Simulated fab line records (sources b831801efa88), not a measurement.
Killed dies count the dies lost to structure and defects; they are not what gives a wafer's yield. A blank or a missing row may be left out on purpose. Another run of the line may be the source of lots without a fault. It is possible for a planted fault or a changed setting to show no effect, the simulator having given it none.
Which of the tools did it? | flow gf180mcu | 33 wafers from 11 lots sampled at 5 of the route's 602 steps

WHAT THE GAUGES READ, wafer by wafer
GF_V5_THK_MEAS_03.
lot  | measured     | on           | V5_CVD_02_THK (nm)
L587 | day 26 07:20 | filmMetro-04 | 1443 1482 1482
L589 | day 27 13:06 | filmMetro-03 | 1410 1419 1461
L591 | day 27 20:54 | filmMetro-03 | 1443 1441 1460
L592 | day 28 07:44 | filmMetro-03 | 1415 1458 1465
L593 | day 28 08:31 | filmMetro-03 | 1440 1443 1465
L595 | day 29 09:02 | filmMetro-03 | 1430 1469 1437
L598 | day 29 20:17 | filmMetro-04 | 1422 1407 1432
L602 | day 31 02:44 | filmMetro-02 | 1445 1259 1464
L606 | day 32 01:57 | filmMetro-02 | 1432 1455 1233
L608 | day 32 03:55 | filmMetro-03 | 1437 1441 1440
L610 | day 32 12:29 | filmMetro-04 | 1423 1448 1455

GF_V5_OVL_MEAS_15.
lot  | measured     | on         | V5_OVL (nm)
L587 | day 27 04:19 | overlay-01 | -12 -5 -4
L589 | day 28 08:52 | overlay-01 | -5 4 5
L591 | day 28 16:48 | overlay-02 | -5 -11 1
L592 | day 29 03:21 | overlay-01 | 5 3 -2
L593 | day 29 04:03 | overlay-01 | -3 0 -5
L595 | day 30 04:21 | overlay-01 | -3 10 7
L598 | day 30 15:21 | overlay-01 | 1 0 6
L602 | day 31 20:20 | overlay-01 | 14 4 -2
L606 | day 32 18:43 | overlay-02 | 7 3 7
L608 | day 32 21:26 | overlay-02 | 0 6 8
L610 | day 33 05:51 | overlay-02 | 0 -2 -2

EACH LOT AND THE TOOL THAT RAN IT (in order: tool; ch and the chambers of the sampled wafers; start)
lot  | GF_M5_METAL_ETCH_10              | GF_M5_STRIP_11                      | GF_V5_CVD_02
L587 | rieMetal-03 ch 0,1, day 26 06:27 | plasmaAsher-02 ch 0,1, day 26 06:34 | pecvd-04 ch 0,2, day 26 07:13
L589 | rieMetal-04 ch 0,1, day 27 12:14 | plasmaAsher-01 ch 0,1, day 27 12:22 | pecvd-01 ch 1,2, day 27 12:59
L591 | rieMetal-04 ch 0,1, day 27 20:01 | plasmaAsher-02 ch 0,1, day 27 20:09 | pecvd-02 ch 0,2, day 27 20:47
L592 | rieMetal-03 ch 1, day 28 06:43   | plasmaAsher-02 ch 0,1, day 28 06:58 | pecvd-04 ch 0,2, day 28 07:38
L593 | rieMetal-01 ch 0,1, day 28 07:37 | plasmaAsher-02 ch 0,1, day 28 07:45 | pecvd-01 ch 0,1, day 28 08:25
L595 | rieMetal-03 ch 0,1, day 29 08:10 | plasmaAsher-01 ch 0,1, day 29 08:17 | pecvd-02 ch 0,1,2, day 29 08:55
L598 | rieMetal-01 ch 0, day 29 19:16   | plasmaAsher-02 ch 0,1, day 29 19:32 | pecvd-04 ch 0,2, day 29 20:10
L602 | rieMetal-04 ch 0,1, day 31 01:33 | plasmaAsher-01 ch 0,1, day 31 01:40 | pecvd-02 ch 0,1, day 31 02:37
L606 | rieMetal-04 ch 0,1, day 32 01:01 | plasmaAsher-03 ch 0,1, day 32 01:08 | pecvd-02 ch 1,2, day 32 01:49
L608 | rieMetal-01 ch 0,1, day 32 03:00 | plasmaAsher-03 ch 0,1, day 32 03:08 | pecvd-04 ch 0,1,2, day 32 03:49
L610 | rieMetal-03 ch 1, day 32 11:28   | plasmaAsher-03 ch 0,1, day 32 11:36 | pecvd-04 ch 0,1,2, day 32 12:22
- GF_M5_METAL_ETCH_10: etches the open film in Cl2/BCl3, stops on SiO2, target depth 750.8 nm, time 125.1 s.
- GF_M5_STRIP_11: strips in O2/N2.
- GF_V5_CVD_02: deposits SiO2 from TEOS, target thk 1450 nm, time 163.28 s.

WHAT THE TOOLS THEMSELVES READ (means of the sampled wafers that have a number; where no wafer has one, the mark that the record gives instead)
GF_M5_METAL_ETCH_10.
lot  | tool        | chamberPressureMTorr (mTorr) | drypumpMotorCurrentA (A) | oesProductAu (a.u.) | throttleValvePct (%)
L587 | rieMetal-03 | 8.007                        | 6.0                      | 0.984               | 28.237
L589 | rieMetal-04 | 8.006                        | 5.0                      | 0.984               | 28.232
L591 | rieMetal-04 | 7.996                        | 5.0                      | 0.998               | 28.222
L592 | rieMetal-03 | 7.999                        | 6.0                      | 0.989               | 28.223
L593 | rieMetal-01 | 7.998                        | 5.9                      | 0.993               | 28.226
L595 | rieMetal-03 | 8.006                        | 6.1                      | 0.988               | 28.231
L598 | rieMetal-01 | 7.999                        | 6.1                      | 0.984               | 28.233
L602 | rieMetal-04 | 8.004                        | 5.0                      | 0.988               | 28.232
L606 | rieMetal-04 | 8.001                        | 5.0                      | 0.988               | 28.218
L608 | rieMetal-01 | 7.997                        | 6.0                      | 0.990               | 28.233
L610 | rieMetal-03 | 8.001                        | 6.0                      | 0.992               | 28.226

GF_M5_STRIP_11.
lot  | tool           | chamberPressureMTorr (mTorr) | drypumpMotorCurrentA (A) | heaterPowerW (W) | oesProductAu (a.u.) | stripTimeToEndpointS (s)
L587 | plasmaAsher-02 | 1498.8                       | 5.7                      | 346              | 0.526               | 7.08
L589 | plasmaAsher-01 | 1499.4                       | 5.5                      | 306              | 0.519               | 7.02
L591 | plasmaAsher-02 | 1499.3                       | 5.7                      | 349              | 0.521               | 7.00
L592 | plasmaAsher-02 | 1501.1                       | 5.6                      | 360              | 0.523               | 7.01
L593 | plasmaAsher-02 | 1500.7                       | 5.6                      | 368              | 0.522               | 7.08
L595 | plasmaAsher-01 | 1501.0                       | 5.5                      | 311              | 0.527               | 7.05
L598 | plasmaAsher-02 | 1500.4                       | 5.7                      | 348              | 0.532               | 7.09
L602 | plasmaAsher-01 | 1499.2                       | 5.5                      | 308              | 0.525               | 7.08
L606 | plasmaAsher-03 | 1500.6                       | 6.2                      | 318              | 0.525               | 7.00
L608 | plasmaAsher-03 | 1498.9                       | 5.9                      | 316              | 0.519               | 7.01
L610 | plasmaAsher-03 | 1500.1                       | 6.0                      | 322              | 0.528               | 7.07

GF_V5_CVD_02.
lot  | tool     | heaterPowerW (W) | rfFwdPowerW (W)
L587 | pecvd-04 | 801              | 597.7
L589 | pecvd-01 | 675              | 597.1
L591 | pecvd-02 | 608              | 597.2
L592 | pecvd-04 | 770              | 597.7
L593 | pecvd-01 | 665              | 598.9
L595 | pecvd-02 | 651              | 599.9
L598 | pecvd-04 | 835              | 597.7
L602 | pecvd-02 | 690              | 516.3
L606 | pecvd-02 | 706              | 517.2
L608 | pecvd-04 | 768              | 597.5
L610 | pecvd-04 | 712              | 597.3

THE ANSWER, worked out from the rows above alone
Rule: usual is defined by the lots themselves. Put in order of their means at a reading, lots are off if they are a third of the lots or fewer, leave a main group of 4 or more, and stand apart from it by a gap of 3 or more times the standard deviation of the main group's means; of several such gaps the widest counts. A main group is skipped when, at the precision printed for the reading in the tables above, its means are all equal. A lot without any number at a reading at which 4 lots or more have one is off too. Any other lot the step has rows for is counted as sound. After the gauges, taken in route order, come the tools' own readings; for these a lot's mean is taken, as printed above. At the first step where some lot is off, the reading lying furthest off is the one used; lots without a number count as furthest.
Off: L602, L606 (GF_V5_CVD_02, rfFwdPowerW). Main group: mean 597.9 W, sd 0.87.
If a tool, at that step or one of the process steps before it, ran each lot that is off and ran no sound lot following the first of them, it fits. This does not decide it: 2 tools fit, namely rieMetal-04 at GF_M5_METAL_ETCH_10 and pecvd-02 at GF_V5_CVD_02.

WHAT THE SIMULATOR HAD PUT IN
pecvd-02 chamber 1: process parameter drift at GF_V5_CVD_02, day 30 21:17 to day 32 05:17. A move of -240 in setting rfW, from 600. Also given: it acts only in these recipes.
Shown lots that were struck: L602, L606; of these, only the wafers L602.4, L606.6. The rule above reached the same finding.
